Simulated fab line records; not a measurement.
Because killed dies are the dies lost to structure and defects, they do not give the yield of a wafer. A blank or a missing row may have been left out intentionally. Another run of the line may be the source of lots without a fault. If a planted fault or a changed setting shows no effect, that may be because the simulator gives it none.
fab line records	flow sky130
record: lots: 7	wafers: 19	lastDay: 50
route steps=708 shown CONTACT@417 PAD_OPEN@708
lots that met no fault: from a run of the same line without faults
startH: hours from the record's first day to the start of the lot's first wafer shown	waitH: how many hours have passed since the lot's step before this one	" same as the row above	L1.1+2: a row that stands for several wafers	- either no value or no given start	* or withheld: withheld	< > ~ a bound
route shown NAME@n: NAME is a module with steps in the file, n the number in the route of the first one	usual: the fault-free wafers' mean and standard deviation	same: alike in all rows	chamber/n: place in a boat	sites: each site's reading	_std_site: their standard deviation	_edge_site: the outer-site mean with the inner-site mean subtracted	radiusMm: how far each site lies from the wafer's centre	mask NAME#n: copy n	behind: the tool/chamber that last shaped the wafer	hold: what put the lot on hold/how long, in hours/how the hold closed	device: the n, p or np transistor that did not switch	end of line: the tests these same wafers got at the end of their route	where a step has no rows: the recipe by itself	killed: the dies lost at the first sort to structure and to defects; this is not the yield of the wafer	map: per-die view of a wafer (x killed, . not killed, _ where there is no die)
set.NAME: the setting the step ran with; set.NAME@STEP: the setting that earlier step ran with	model.NAME: the simulator's own value behind a step, which no gauge read
a table for each step, a row for each wafer; lots at some steps of the route
services: the hour from which a tool's chamber was out of use, counted from the record's first day as startH (under 0 if before that day), plus the number of hours and why
== steps ==
step: SKY_CONTACT_EXPOSE_11
recipe: maskId: CTM1	na: 0.8	sourceShape: annular	sigmaInner: 0.55	sigmaOuter: 0.85	targetCdNm: 170	doseMj: 38
step: SKY_CONTACT_PEB_12
recipe: pebTempC: withheld	pebTimeS: withheld	resist: KrF-thick
step: SKY_CONTACT_DEVELOP_13
recipe: developTimeS: 60	resist: KrF-thick	devTempC: 21
step: SKY_CONTACT_CD_MEAS_14
recipe: targetCdNm: 170
usual: cdNm: 170.5/1.6
lot.wafer	tool	chamber	startH	waitH	cdNm
L959.2	cdSem-01	-	754.60	-	168.8
L959.3	"	-	"	"	168.8
L959.6	"	-	"	"	168.3
L968.2	cdSem-01	-	838.99	-	170.6
L968.4	"	-	"	"	170.9
L968.6	"	-	"	"	171.5
L969.1	cdSem-01	-	841.67	-	168.9
L969.3	"	-	"	"	169.2
L975.3	cdSem-01	-	880.16	-	170.6
L975.4	"	-	"	"	170.9
L976.2	cdSem-01	-	881.38	-	170.9
L976.3	"	-	"	"	169.3
L976.4	"	-	"	"	170.3
L978.3	cdSem-01	-	898.44	-	170.1
L978.5	"	-	"	"	170.1
L978.6	"	-	"	"	169.8
L979.1	cdSem-01	-	904.95	-	167.1
L979.3	"	-	"	"	168.2
L979.5	"	-	"	"	167.7
step: SKY_CONTACT_OVL_MEAS_15
usual: CONTACT_OVL: 0/5.9
lot.wafer	tool	chamber	startH	waitH	CONTACT_OVL[nm]
L959.2	overlay-02	-	754.70	0.1	-4
L959.3	"	-	"	"	-3
L959.6	"	-	"	"	0
L968.2	overlay-01	-	839.09	0.1	9
L968.4	"	-	"	"	12
L968.6	"	-	"	"	8
L969.1	overlay-02	-	841.79	0.1	5
L969.3	"	-	"	"	-2
L975.3	overlay-01	-	880.25	0.1	-1
L975.4	"	-	"	"	11
L976.2	overlay-02	-	881.49	0.1	-11
L976.3	"	-	"	"	-5
L976.4	"	-	"	"	-6
L978.3	overlay-01	-	898.54	0.1	8
L978.5	"	-	"	"	5
L978.6	"	-	"	"	-6
L979.1	overlay-01	-	905.07	0.1	-2
L979.3	"	-	"	"	10
L979.5	"	-	"	"	6
step: SKY_CONTACT_ETCH_16
recipe: chemistry: N2/H2	target: BARC	ionEnergyEv: 200	sourceW: 500	biasW: 100	pressureMtorr: 30	n2FlowSccm: 100	h2FlowSccm: 200	stopOn: SiO2	timeS: 45.9	targetDepthA: 600
usual: drypumpMotorCurrentA: 5.8/0.34	oesProductAu: 0.854/0.0048	throttleValvePct: 13.224/0.0094
lot.wafer	tool	chamber	startH	waitH	drypumpMotorCurrentA	oesProductAu	rfHoursCounterH	throttleValvePct
L959.2	rieDiel-01	1	754.73	0.0	5.4	0.851	17	13.218
L959.3	"	3	"	"	5.8	0.851	12	13.222
L959.6	"	3	"	"	5.9	0.857	-	13.239
L968.2	rieDiel-04	3	839.12	0.0	6.3	0.856	12	13.228
L968.4	"	1	"	"	6.1	0.862	2	13.233
L968.6	"	2	"	"	5.4	0.857	-	13.206
L969.1	rieDiel-03	2	841.82	0.0	6.3	0.857	15	13.226
L969.3	"	3	"	"	6.2	0.853	23	13.228
L975.3	rieDiel-01	1	880.27	0.0	5.4	0.849	21	13.232
L975.4	"	2	"	"	5.8	0.853	-	13.214
L976.2	rieDiel-03	1	881.52	0.0	5.8	0.859	4	13.232
L976.3	"	2	"	"	6.2	0.852	16	13.236
L976.4	"	3	"	"	6.2	0.857	25	13.235
L978.3	rieDiel-04	0	898.56	0.0	5.6	0.856	17	13.217
L978.5	"	1	"	"	6.1	0.851	-	13.234
L978.6	"	2	"	"	5.4	0.862	-	13.221
L979.1	rieDiel-03	3	905.11	0.0	6.3	0.848	26	13.225
L979.3	"	2	"	"	6.3	0.855	17	13.221
L979.5	"	1	"	"	5.8	0.857	-	13.232
step: SKY_CONTACT_ETCH_17
recipe: target: SiO2	chemistry: C4F8/O2/Ar	stopOn: Si3N4	maskMaterial: KrF-thick	sourceW: 1500	biasW: 1200	pressureMtorr: 40	c4f8FlowSccm: withheld	O2_flow_sccm: 6	Ar_flow_sccm: 300	timeS: withheld	targetDepthA: 3400
usual: oesProductAu: 0.891/0.0045
lot.wafer	tool	chamber	startH	waitH	oesProductAu
L959.2	rieDiel-01	1	754.77	0.0	0.894
L959.3	"	3	"	"	0.895
L959.6	"	3	"	"	0.892
L968.2	rieDiel-04	3	839.16	0.0	0.887
L968.4	"	1	"	"	0.888
L968.6	"	2	"	"	0.895
L969.1	rieDiel-03	2	841.86	0.0	0.888
L969.3	"	3	"	"	0.897
L975.3	rieDiel-01	1	880.31	0.0	0.903
L975.4	"	2	"	"	0.887
L976.2	rieDiel-03	1	881.56	0.0	0.892
L976.3	"	2	"	"	0.886
L976.4	"	3	"	"	0.887
L978.3	rieDiel-04	0	898.60	0.0	0.899
L978.5	"	1	"	"	0.895
L978.6	"	2	"	"	0.896
L979.1	rieDiel-03	3	905.15	0.0	0.882
L979.3	"	2	"	"	0.893
L979.5	"	1	"	"	0.890
step: SKY_CONTACT_ETCH_18
recipe: target: Si3N4	chemistry: CHF3/O2	stopOn: TiN	sourceW: 600	biasW: 200	pressureMtorr: 40	chf3FlowSccm: 50	O2_flow_sccm: 5	timeS: 39	targetDepthA: 750
usual: drypumpMotorCurrentA: 5.8/0.34	oesProductAu: 0.855/0.0076	throttleValvePct: 8.794/0.0098
lot.wafer	tool	chamber	startH	waitH	drypumpMotorCurrentA	oesProductAu	rfHoursCounterH	throttleValvePct
L959.2	rieDiel-01	1	-	-	5.4	0.845	17	8.785
L959.3	"	3	"	"	5.8	0.852	12	8.792
L959.6	"	3	"	"	5.8	0.862	-	8.792
L968.2	rieDiel-04	3	-	-	6.3	0.855	12	8.794
L968.4	"	1	"	"	6.1	0.865	2	8.795
L968.6	"	2	"	"	5.4	0.860	-	8.790
L969.1	rieDiel-03	2	-	-	6.2	0.847	15	8.789
L969.3	"	3	"	"	6.2	0.856	23	8.803
L975.3	rieDiel-01	1	-	-	5.4	0.853	21	8.783
L975.4	"	2	"	"	5.8	0.861	-	8.798
L976.2	rieDiel-03	1	-	-	5.8	0.846	4	8.784
L976.3	"	2	"	"	6.2	0.856	17	8.798
L976.4	"	3	"	"	6.2	0.834	25	8.785
L978.3	rieDiel-04	0	-	-	5.6	0.848	17	8.777
L978.5	"	1	"	"	6.0	0.855	-	8.794
L978.6	"	2	"	"	5.4	0.862	-	8.797
L979.1	rieDiel-03	3	-	-	6.2	0.853	26	8.793
L979.3	"	2	"	"	6.3	0.846	17	8.804
L979.5	"	1	"	"	5.7	0.850	-	8.804
step: SKY_CONTACT_STRIP_19
recipe: chemistry: O2/N2	powerW: 1400	pressureMtorr: 1500	platenTempC: withheld	o2FlowSccm: 3000	n2FlowSccm: 300	overashFraction: 0.5
usual: drypumpMotorCurrentA: 5.53/0.26	oesProductAu: 0.382/0.005	stripTimeToEndpointS: 3.66/0.036
lot.wafer	tool	chamber	startH	waitH	drypumpMotorCurrentA	oesProductAu	rfHoursCounterH	stripTimeToEndpointS
L959.2	plasmaAsher-04	0	754.86	-	5.69	0.383	64	3.63
L959.3	"	0	"	"	5.69	0.386	-	3.65
L959.6	"	1	"	"	5.87	0.384	-	3.64
L968.2	plasmaAsher-01	1	839.25	-	5.82	0.389	40	3.68
L968.4	"	0	"	"	5.34	0.382	-	3.65
L968.6	"	1	"	"	5.82	0.386	-	3.67
L969.1	plasmaAsher-03	0	841.95	-	5.40	0.370	99	3.66
L969.3	"	1	"	"	5.21	0.376	-	3.62
L975.3	plasmaAsher-01	1	880.44	-	5.86	0.378	-	3.66
L975.4	"	0	"	"	5.35	0.376	-	3.63
L976.2	plasmaAsher-04	0	881.65	-	5.70	0.384	78	3.67
L976.3	"	1	"	"	5.86	0.383	-	3.66
L976.4	"	0	"	"	5.69	0.376	-	3.66
L978.3	plasmaAsher-03	1	898.73	-	5.22	0.383	-	3.71
L978.5	"	1	"	"	5.19	0.384	-	3.63
L978.6	"	0	"	"	5.39	0.388	-	3.67
L979.1	plasmaAsher-03	1	905.24	-	5.22	0.385	106	3.63
L979.3	"	0	"	"	5.36	0.384	-	3.64
L979.5	"	1	"	"	5.23	0.384	-	3.63
step: SKY_CONTACT_STRIP_20
recipe: chemistry: postEtchResidueRemover	timeS: 1200	tempC: 72.5
step: SKY_CONTACT_CLEAN_21
recipe: chemistry: IPA	timeS: 180	tempC: 25
step: SKY_CONTACT_CLEAN_22
recipe: chemistry: O3/DIW	dry: n2Spin
step: SKY_CONTACT_SPUTTER_23
recipe: material: TiN	targetThkNm: 20	chamberPressurePa: 5	powerW: 4000	timeS: 80
usual: throttleValvePct: 29.3/0.9
lot.wafer	tool	chamber	startH	waitH	throttleValvePct	model.TiN_of_CONTACT_SPUTTER_23.thkNm
L959.2	pvdSputter-02	-	755.46	0.0	28.4	20.08
L959.3	"	-	"	"	28.7	19.73
L959.6	"	-	"	"	28.7	19.98
L968.2	pvdSputter-03	-	839.85	0.0	29.6	20.3
L968.4	"	-	"	"	28.1	20.04
L968.6	"	-	"	"	28.0	20.03
L969.1	pvdSputter-03	-	842.55	0.0	29.7	33.31
L969.3	"	-	"	"	29.2	19.96
L975.3	pvdSputter-03	-	881.03	0.0	30.9	20.33
L975.4	"	-	"	"	28.2	32.86
L976.2	pvdSputter-03	-	882.28	0.0	29.3	20.02
L976.3	"	-	"	"	30.7	20.48
L976.4	"	-	"	"	29.7	33.38
L978.3	pvdSputter-01	-	899.28	0.0	30.1	19.93
L978.5	"	-	"	"	30.6	20.27
L978.6	"	-	"	"	29.9	19.87
L979.1	pvdSputter-01	-	905.87	0.0	30.8	19.9
L979.3	"	-	"	"	30.3	19.93
L979.5	"	-	"	"	31.1	19.99
step: SKY_CONTACT_CVD_24
recipe: material: W	targetThkNm: 340	timeS: 102.12	tempC: 400	pressureTorr: 40
usual: heaterPowerW: 900/130
lot.wafer	tool	chamber	startH	waitH	heaterPowerW	sinceWetCleanH
L959.2	cvdW-02	1	755.52	0.0	787	352
L959.3	"	0	"	"	774	-
L959.6	"	1	"	"	763	-
L968.2	cvdW-02	1	839.91	0.0	801	436
L968.4	"	0	"	"	791	-
L968.6	"	1	"	"	783	-
L969.1	cvdW-02	0	842.61	0.0	786	439
L969.3	"	1	"	"	788	-
L975.3	cvdW-02	1	881.13	0.1	788	-
L975.4	"	0	"	"	786	-
L976.2	cvdW-01	1	882.34	0.0	1091	978
L976.3	"	0	"	"	962	-
L976.4	"	1	"	"	1101	-
L978.3	cvdW-01	0	899.38	0.1	958	-
L978.5	"	0	"	"	989	-
L978.6	"	1	"	"	1088	-
L979.1	cvdW-02	1	905.93	0.0	774	502
L979.3	"	0	"	"	794	-
L979.5	"	0	"	"	792	-
step: SKY_PAD_OPEN_PROBE_99
usual: killed_at_M0_to_M3: 44/6.9	killed_at_M4_up: 3.3/2.1	killedAtContacts: 24/4.8	killedAtFrontEnd: 15/4.4	killedAtOther: 0.2/0.48	killedDies: 87/9.5	killedOpen: 48/6.5	killedShort: 39/6.3
same: grossDies: 492	killedAtBackSide: 0
lot.wafer	tool	chamber	startH	waitH	killed_at_M0_to_M3	killed_at_M4_up	killedAtContacts	killedAtFrontEnd	killedAtOther	killedDies	killedOpen	killedShort
L959.2	prober-01	-	1089.45	0.1	40	5	36	8	0	89	47	42
L959.3	prober-01	-	1089.50	0.2	40	3	21	14	0	78	45	33
L959.6	prober-01	-	1089.65	0.2	49	2	27	13	0	91	47	44
L968.2	prober-02	-	1153.55	0.1	40	6	23	24	0	93	49	44
L968.4	prober-02	-	1153.65	0.2	39	4	19	20	0	82	41	41
L968.6	prober-02	-	1153.75	0.2	49	2	18	22	0	91	46	45
killed by level:class
L959.2 VIA1:geometricParticle:open=14 CONTACT:geometricParticle:open=11 LI_CONTACT:geometricParticle:open=8 CONTACT:geometricParticle:short=8 METAL1:geometricParticle:short=5 LI_CONTACT:geometricParticle:short=4 METAL2:geometricParticle:short=4 VIA3:geometricParticle:short=4
L959.3 VIA1:geometricParticle:open=8 CONTACT:geometricParticle:open=7 VIA3:geometricParticle:open=6 CONTACT:geometricParticle:short=6 POLY_GATE:geometricParticle:open=5 METAL1:geometricParticle:short=5 VIA2:geometricParticle:short=4 FIELD_ISO:geometricParticle:open=3
L959.6 LI_CONTACT:geometricParticle:open=9 METAL2:geometricParticle:short=9 VIA1:geometricParticle:open=8 CONTACT:geometricParticle:open=7 METAL1:geometricParticle:short=6 VIA2:geometricParticle:short=6 VIA1:geometricParticle:short=5 VIA3:geometricParticle:open=5
L968.2 LI_CONTACT:geometricParticle:open=9 CONTACT:geometricParticle:open=8 VIA1:geometricParticle:open=7 FIELD_ISO:geometricParticle:short=6 POLY_GATE:geometricParticle:open=6 METAL2:geometricParticle:short=6 METAL1:geometricParticle:short=6 VIA2:geometricParticle:open=6
L968.4 VIA1:geometricParticle:open=9 VIA2:geometricParticle:open=6 VIA3:geometricParticle:short=6 POLY_GATE:geometricParticle:short=5 CONTACT:geometricParticle:open=5 CONTACT:geometricParticle:short=5 METAL1:geometricParticle:short=5 VIA2:geometricParticle:short=5
L968.6 VIA1:geometricParticle:open=12 METAL2:geometricParticle:short=9 FIELD_ISO:geometricParticle:short=8 CONTACT:geometricParticle:open=6 METAL1:geometricParticle:short=6 FIELD_ISO:geometricParticle:open=5 CONTACT:geometricParticle:short=5 VIA3:geometricParticle:open=5
== services ==
tool	chamber	startH	hours	kind
plasmaAsher-03	-	735.66	8.4	repair
plasmaAsher-01	-	742.75	2.8	pm
rieDiel-04	-	745.15	1.4	repair
plasmaAsher-01	-	746.89	2.0	repair
cvdW-02	-	747.47	0.7	repair
plasmaAsher-03	-	750.92	1.3	repair
plasmaAsher-01	-	762.29	11.0	pm
plasmaAsher-03	-	765.97	14.6	pm
rieDiel-03	-	793.81	2.8	pm
rieDiel-04	2	799.75	5.8	repair
rieDiel-04	0	810.64	12.0	repair
rieDiel-03	0	811.79	8.6	repair
rieDiel-01	-	814.46	0.8	repair
rieDiel-03	2	815.05	8.0	repair
pvdSputter-01	-	818.33	4.8	repair
pvdSputter-02	-	819.89	1.1	repair
cvdW-02	-	830.98	1.4	repair
rieDiel-03	1	831.21	10.0	repair
rieDiel-01	0	875.66	63.3	repair
rieDiel-04	-	888.51	1.7	repair
rieDiel-04	3	894.24	13.2	repair
plasmaAsher-04	-	895.76	11.9	repair
rieDiel-01	-	898.31	15.6	pm
cvdW-01	-	904.00	14.0	pm
== key ==
firstSign none at tools or gauges
modelEffect: step: SKY_CONTACT_SPUTTER_23	value: TiN_of_CONTACT_SPUTTER_23.thkNm	without: 20.16	struck: 33.18
metAt SKY_CONTACT_SPUTTER_23
struckWafers L969.1,L975.4,L976.4
testerLeftOut L969,L975,L976
onsetBetween 839.85 842.55
fault: kind: processParameterDrift	tool: pvdSputter-03	chamber: -	onsetH: 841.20	steps: SKY_CONTACT_SPUTTER_23	channel: targetThkNm	offset: 13.02	shape: step	endH: 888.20	scope: struckWafersOnly	actsIn: theseRecipesOnly	stated: 20
testerLeftOut: of these lots the tester's yield and bins aren't shown, on N5 and GAA mostly nor the transistor test; their killed dies are dies lost to structure and defects alone, not to doping, threshold or leakage, so they don't give the yield
